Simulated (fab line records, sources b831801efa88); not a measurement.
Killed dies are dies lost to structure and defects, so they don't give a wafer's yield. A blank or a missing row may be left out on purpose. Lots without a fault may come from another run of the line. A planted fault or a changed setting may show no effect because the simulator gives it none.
Chamber matching | flow sky130 | SKY_FIELD_ISO_CMP_27 on cmp-01: 4 sister chambers
The step polishes, stops on Si3N4, t overpolish 16 s, target thk 457.8 nm. 4 wafers are shown with their chamber, then 7 later ones without.

WAFERS WITH THEIR CHAMBER
wafer  | chamber | motor_current_A (A)
L496.6 | 1       | 12.3
L498.3 | 2       | 11.3
L498.5 | 0       | 11.8
L498.6 | 3       | 11.7

WAFERS WITHOUT THEIR CHAMBER
wafer  | motor_current_A (A)
L502.1 | 10.5
L502.2 | 11.8
L502.3 | 10.9
L508.4 | 12.6
L508.6 | 11.2
L511.1 | 11.9
L511.6 | 11.4

WHICH CHAMBER EACH WENT THROUGH
wafer  | from the rows above               | in truth
L502.1 | can't be placed: 2 or 3 or 0      | 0
L502.2 | can't be placed: 0 or 3 or 1 or 2 | 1
L502.3 | can't be placed: 2 or 3 or 0      | 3
L508.4 | can't be placed: 1 or 0 or 3      | 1
L508.6 | can't be placed: 2 or 3 or 0      | 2
L511.1 | can't be placed: 0 or 3 or 1 or 2 | 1
L511.6 | can't be placed: 2 or 3 or 0      | 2
Placed correctly: 0 of 7. Can't be placed from these rows: 7 (the true chamber is among the candidates in 7). Placed wrongly: 0.
How it was worked out, from the rows above alone: a wafer's distance from a chamber is the root of the sum, over the readings, of the square of ((its reading less the chamber's mean) divided by the reading's scatter). The wafer belongs to the nearest chamber; if the next one is less than 2 further off, it can't be placed. A chamber's mean is the mean of its shown wafers. The scatter: with one shown wafer a chamber, the root of the mean of the squares of how far each hidden wafer lies from its nearest shown one.
